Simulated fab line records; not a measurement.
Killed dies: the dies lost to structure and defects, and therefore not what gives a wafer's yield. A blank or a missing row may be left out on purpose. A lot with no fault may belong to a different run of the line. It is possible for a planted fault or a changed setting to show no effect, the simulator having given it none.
fab line records | flow sky130
record lots=6 wafers=18 lastDay=50
route steps=708 shown VT_ADJUST_LVTN@100
lots untouched by any fault: they come from a run of this same line in which no faults occurred
startH: the number of hours between the record's first day and the start of the first shown wafer of the lot | waitH: hours since the lot's step before | " as in the row above | L1.1+2: a single row standing in for several wafers | - either no value or no given start | * or withheld: withheld | < > ~ a bound
route shown NAME@n: names a module that has steps shown in the file, with the first one's number in the route | usual: mean and standard deviation over wafers with no fault | same: alike in all rows | chamber/n: place in a boat | sites: the reading at each site | _std_site: how widely they spread, as a standard deviation | _edge_site: the outer-site mean with the inner-site mean subtracted | radiusMm: how far each site lies from the wafer's centre | mask NAME#n: copy n | behind: tool/chamber where the wafer was last shaped | hold: why the lot was held/for how many hours/how that ended | device: the n, p or np transistor that did not switch | end of line: the tests these same wafers got at the end of their route | a step given without rows: its recipe and nothing more | killed: at the first sort, the dies lost to defects and structure; wafer yield is something else | map: per-die view of a wafer (x killed, . not killed, _ where there is no die)
set.NAME: the run value of the setting; set.NAME@STEP: its run value at that earlier step | model.NAME: the simulator's own value behind a step, which no gauge read
a table for each step, a row for each wafer; lots at some steps of the route
services: from which hour (startH, from the record's first day; less than 0 if before it) a tool's chamber was out of use, for how many hours, and why
## steps
# step SKY_VT_ADJUST_LVTN_SOFTBAKE_03
# recipe tempC=110 timeS=withheld
# step SKY_VT_ADJUST_LVTN_EXPOSE_04
# recipe maskId=NWM_COMPLEMENT_LESS_NATIVE na=0.6 sourceShape=conventional sigmaOuter=0.6 polarization=unpolarized targetCdNm=840 doseMj=194
# step SKY_VT_ADJUST_LVTN_PEB_05
# recipe tempC=115 timeS=withheld
# step SKY_VT_ADJUST_LVTN_DEVELOP_06
# recipe wallAngleDeg=90 developer=TMAH developTimeS=60 devTempC=23
# step SKY_VT_ADJUST_LVTN_OVL_MEAS_07
# usual VT_ADJUST_LVTN_OVL=2.0/1.5
# columns lot.wafer tool chamber startH waitH VT_ADJUST_LVTN_OVL[nm]
L838.1 overlay-01 - 162.00 - -1.1
L838.5 " - " " -1.6
L838.6 " - " " 1.1
L843.1 overlay-01 - 201.55 - 3.1
L843.2 " - " " 1.5
L843.6 " - " " 1.4
L851.1 overlay-02 - 254.45 - 2.5
L851.2 " - " " 2.3
L851.4 " - " " 1.4
L852.1 overlay-02 - 262.10 - 3.5
L852.4 " - " " 3.6
L852.5 " - " " 4.3
L853.2 overlay-01 - 271.40 - 2.6
L853.3 " - " " 1.1
L853.6 " - " " 1.8
L857.4 overlay-01 - 306.12 - 3.5
L857.5 " - " " 1.5
L857.6 " - " " 3.8
# step SKY_VT_ADJUST_LVTN_IMPLANT_08
# recipe species=B energyKev=30 doseCm2=1.57e+12 tiltDeg=withheld
# step SKY_VT_ADJUST_LVTN_STRIP_09
# recipe chemistry=O2/N2 powerW=1400 pressureMtorr=1500 platenTempC=withheld o2FlowSccm=3000 n2FlowSccm=300 overashFraction=0.5
# usual drypumpMotorCurrentA=6.0/0.39 oesProductAu=0.722/0.004 stripTimeToEndpointS=36.92/0.11
# columns lot.wafer tool chamber startH waitH drypumpMotorCurrentA oesProductAu rfHoursCounterH stripTimeToEndpointS
L838.1 plasmaAsher-04 0 162.19 0.1 5.4 0.724 33 37.01
L838.5 " 1 " " 6.3 0.721 - 36.90
L838.6 " 0 " " 5.5 0.722 - 36.81
L843.1 plasmaAsher-04 1 201.73 0.1 6.4 0.724 37 36.87
L843.2 " 0 " " 5.4 0.727 37 36.83
L843.6 " 0 " " 5.4 0.724 - 36.96
L851.1 plasmaAsher-01 0 254.63 0.1 6.7 0.726 14 36.90
L851.2 " 1 " " 5.9 0.722 14 36.88
L851.4 " 0 " " 6.7 0.730 - 36.90
L852.1 plasmaAsher-01 0 262.29 0.1 6.7 0.716 15 37.03
L852.4 " 0 " " 6.7 0.717 - 36.99
L852.5 " 1 " " 5.9 0.721 - 36.96
L853.2 plasmaAsher-02 0 271.58 0.1 6.0 0.711 62 36.86
L853.3 " 0 " " 6.1 0.722 - 36.87
L853.6 " 1 " " 5.6 0.722 - 36.83
L857.4 plasmaAsher-02 0 306.39 0.1 6.1 0.714 - 37.15
L857.5 " 1 " " 5.6 0.718 - 36.98
L857.6 " 0 " " 6.1 0.721 - 37.02
# step SKY_VT_ADJUST_LVTN_TW_MEAS_10
# usual VT_ADJUST_LVTN_TW=242.5/1.5
# columns lot.wafer tool chamber startH waitH VT_ADJUST_LVTN_TW
L838.1 filmMetro-03 - 162.29 0.1 244.5
L838.5 " - " " 244.5
L838.6 " - " " 243.5
L843.1 filmMetro-04 - 201.83 0.1 241.4
L843.2 " - " " 241.3
L843.6 " - " " 241.0
L851.1 filmMetro-04 - 254.73 0.1 242.0
L851.2 " - " " 240.4
L851.4 " - " " 242.5
L852.1 filmMetro-01 - 262.39 0.1 241.6
L852.4 " - " " 241.6
L852.5 " - " " 241.7
L853.2 filmMetro-03 - 271.69 0.1 244.4
L853.3 " - " " 244.9
L853.6 " - " " 244.2
L857.4 filmMetro-01 - 306.48 0.1 243.2
L857.5 " - " " 242.4
L857.6 " - " " 243.9
# step SKY_VT_ADJUST_LVTN_DEHYDRATE_11
# recipe tempC=200 timeS=60
# step SKY_VT_ADJUST_LVTN_HMDS_12
# recipe primeTimeS=60 primeTempC=120
# step SKY_VT_ADJUST_LVTN_COAT_13
# recipe resist=NOVOLAK spinRpm=3000 resistThkNm=1140
# step SKY_VT_ADJUST_LVTN_SOFTBAKE_14
# recipe tempC=90 timeS=60 resist=NOVOLAK
# step SKY_VT_ADJUST_LVTN_EXPOSE_15
# recipe maskId=HVN_STD_DERIVED na=0.6 sourceShape=conventional sigmaOuter=0.6 polarization=unpolarized targetCdNm=600 doseMj=163
# usual exposureDoseMJCm2=163.03/0.16 focusOffsetNm=-0.1/0.49 reticleTempC=23.00/0.13
# columns lot.wafer tool chamber startH waitH mask exposureDoseMJCm2 focusOffsetNm reticleTempC model.VT_ADJUST_LVTN.overlayXNm
L838.1 ilineStepper-02 0 172.15 - HVN_STD_DERIVED#0 163.09 -0.5 22.96 0.0623
L838.5 " 0 " " HVN_STD_DERIVED#0 163.05 0.0 23.00 0.0623
L838.6 " 0 " " HVN_STD_DERIVED#0 162.88 0.0 22.84 0.0623
L843.1 ilineStepper-02 0 212.02 - HVN_STD_DERIVED#0 163.20 0.0 22.91 1.206
L843.2 " 0 " " HVN_STD_DERIVED#0 163.39 -1.5 23.01 1.206
L843.6 " 0 " " HVN_STD_DERIVED#0 163.03 -0.8 23.05 1.206
L851.1 ilineStepper-02 - 266.82 - HVN_STD_DERIVED#0 - - - -0.8707
L851.2 " - " " HVN_STD_DERIVED#0 - - - -0.8707
L851.4 " - " " HVN_STD_DERIVED#0 - - - -0.8707
L852.1 ilineStepper-01 - 274.47 - HVN_STD_DERIVED#0 - - - 2.428
L852.4 " - " " HVN_STD_DERIVED#0 - - - 2.428
L852.5 " - " " HVN_STD_DERIVED#0 - - - 2.428
L853.2 ilineStepper-02 0 283.79 - HVN_STD_DERIVED#0 163.14 0.0 23.04 -0.3057
L853.3 " 0 " " HVN_STD_DERIVED#0 163.43 0.8 23.08 -0.3057
L853.6 " 0 " " HVN_STD_DERIVED#0 163.17 0.3 22.93 -0.3057
L857.4 ilineStepper-01 0 320.08 - HVN_STD_DERIVED#0 162.92 -0.3 22.91 -0.5549
L857.5 " 0 " " HVN_STD_DERIVED#0 163.24 0.7 22.93 -0.5549
L857.6 " 0 " " HVN_STD_DERIVED#0 163.02 -0.3 22.99 -0.5549
# step SKY_VT_ADJUST_LVTN_PEB_16
# recipe tempC=withheld timeS=* resist=NOVOLAK
## services
# columns tool chamber startH hours kind
ilineStepper-02 - 213.90 2.1 pm
ilineStepper-02 - 215.99 - consumableReplace:lamp
ilineStepper-02 - 253.31 1.7 pm
plasmaAsher-02 - 273.61 2.2 repair
ilineStepper-01 - 284.71 2.1 pm
ilineStepper-01 - 286.79 - consumableReplace:lamp
ilineStepper-02 - 287.83 6.6 repair
plasmaAsher-04 - 317.96 2.8 pm
## key
firstSign step=SKY_VT_ADJUST_LVTN_EXPOSE_15 reading=toolRecord direction=missing
effect none on later readings
modelEffect step=SKY_VT_ADJUST_LVTN_EXPOSE_15 value=VT_ADJUST_LVTN.overlayXNm without=1.542 struck=0.7788
metAt SKY_VT_ADJUST_LVTN_EXPOSE_15
struckWafers L851.1,L851.2,L851.4,L852.1,L852.4,L852.5
sortLeftOut L851.1,L851.2,L851.4,L852.1,L852.4,L852.5
testerLeftOut L851,L852
onsetBetween 212.02 266.82
fault kind=skippedStepWhole tool=ilineStepper-01,ilineStepper-02 chamber=- onsetH=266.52 steps=SKY_VT_ADJUST_LVTN_EXPOSE_15 scope=struckLotsOnly
# testerLeftOut: of these lots the tester's yield and bins aren't shown, on N5 and GAA mostly nor the transistor test; their killed dies are dies lost to structure and defects alone, not to doping, threshold or leakage, so they don't give the yield
# sortLeftOut: the simulated sort isn't trusted on such a fault, so these wafers' sort isn't shown, and their yield isn't known
